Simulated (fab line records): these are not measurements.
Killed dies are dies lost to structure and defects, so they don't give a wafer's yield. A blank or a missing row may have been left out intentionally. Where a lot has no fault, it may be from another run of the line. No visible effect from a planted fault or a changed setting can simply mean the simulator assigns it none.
Which tool is to blame? -- flow sky130 -- 12 lots with 35 wafers sampled at 2 steps, on a route of 708 steps

== WHAT THE GAUGES READ, wafer by wafer ==
No reading from a measuring or inspecting step in the record can be judged against a usual standard deviation.

== EACH LOT AND THE TOOL THAT RAN IT (in order: tool; ch and the chambers of the sampled wafers; start) ==
lot,SKY_VIA3_SOFTBAKE_08,SKY_PAD_OPEN_PROBE_99
L823,"litho track-03 ch 0, day 38 19:00","prober-02, day 45 12:37"
L824,"litho track-02 ch 0, day 39 00:00",-
L825,"litho track-02 ch 0, day 39 09:00","prober-02, day 46 00:15"
L826,"litho track-01 ch 0, day 39 22:00",-
L827,"litho track-02 ch 0, day 40 05:00",-
L828,"litho track-03 ch 0, day 40 10:00",-
L829,"litho track-01 ch 0, day 40 21:00",-
L836,"litho track-01 ch 0, day 43 09:00","prober-01, day 49 05:57"
L841,"litho track-03 ch 0, day 44 13:00","prober-01, day 50 03:58"
L843,"litho track-03 ch 0, day 44 21:00","prober-01, day 50 11:09"
L844,"litho track-02 ch 0, day 45 02:00","prober-02, day 50 14:00"
L845,"litho track-03 ch 0, day 45 12:00",-
- SKY_VIA3_SOFTBAKE_08: time 90 s.
- SKY_PAD_OPEN_PROBE_99

== AS READ BY THE TOOLS THEMSELVES (means over the sampled wafers that have a number; for cases with no such wafer, the mark the record gives instead) ==
SKY_VIA3_SOFTBAKE_08.
lot,tool,heater power total W (W),run length s (s)
L823,litho track-03,57.23,118.75
L824,litho track-02,57.39,119.22
L825,litho track-02,57.48,119.26
L826,litho track-01,57.46,119.24
L827,litho track-02,57.28,119.33
L828,litho track-03,57.41,118.90
L829,litho track-01,57.33,119.19
L836,litho track-01,58.91,112.78
L841,litho track-03,57.34,118.82
L843,litho track-03,57.40,118.83
L844,litho track-02,57.25,119.26
L845,litho track-03,57.33,118.78

SKY_PAD_OPEN_PROBE_99.
lot,tool,defect limited yield (%),killed_at_M0_to_M3,killed_at_M4_up,killed at contacts,killed at front end,killed at other,killed dies,killed open,killed short,sort_bin_3_pad_short (%),sort_bin_5_function (%),sort_bin_6_memory (%),sort n pass,sort yield pct (%)
L823,prober-02,79.9,53,3.0,28,15,0.3,99,53,46,1.3,10.9,7.8,393,79.9
L825,prober-02,82.6,49,2.3,23,11,0.7,86,46,39,1.1,10.8,5.5,406,82.6
L836,prober-01,83.5,41,3.0,20,18,0.0,81,50,30,1.0,9.4,6.0,411,83.5
L841,prober-01,81.0,42,5.0,29,17,0.3,93,49,44,0.7,10.7,7.5,399,81.0
L843,prober-01,82.8,48,2.0,24,10,1.0,85,46,38,1.0,9.3,6.8,407,82.8
L844,prober-02,82.7,44,1.0,25,15,0.0,85,47,38,0.0,9.1,8.1,407,82.7

== THE ANSWER, worked out from the rows above alone ==
Rule: the lots themselves supply what counts as usual. The widest of any qualifying gaps counts: lots, ordered by their means at a reading, are off when they make up no more than a third of the lots, leave a main group of 4 or more, and stand apart from it by 3 or more times the standard deviation of that group's means. A main group is skipped when, at the precision printed for the reading in the tables above, its means are all equal. A lot without any number at a reading at which 4 lots or more have one is off too. The other lots that the step has rows for count as sound. First the gauges in route order, then the tools' own readings, where a lot's mean is used as printed above. The first step at which some lot is off is used, and at that step the reading that is off furthest; a lot without a number counts as furthest.
Off: L836, at SKY_VIA3_SOFTBAKE_08 (run length s). Mean 119.05 s and standard deviation 0.22 in the main group.
A tool fits if, at that step or a process step before it, it ran every lot that is off, and no sound lot after the first of them. One fits: litho track-01 at SKY_VIA3_SOFTBAKE_08. Its last sound lot is L829 (day 40 21:00), its first lot that is off L836 (day 43 09:00): a fault that began between those two fits.
The tool's own readings at SKY_VIA3_SOFTBAKE_08 bear it out: on the lots that are off they differ by more than 5 times the standard deviation of the sound lots' means. heater power total W reads 58.91 W there against 57.35 W on the sound lots; run length s reads 112.78 s there against 119.05 s on the sound lots.

== WHAT THE SIMULATOR HAD PUT IN ==
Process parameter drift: litho track-01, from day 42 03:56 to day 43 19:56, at SKY_VIA3_SOFTBAKE_08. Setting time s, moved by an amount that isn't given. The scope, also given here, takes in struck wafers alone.
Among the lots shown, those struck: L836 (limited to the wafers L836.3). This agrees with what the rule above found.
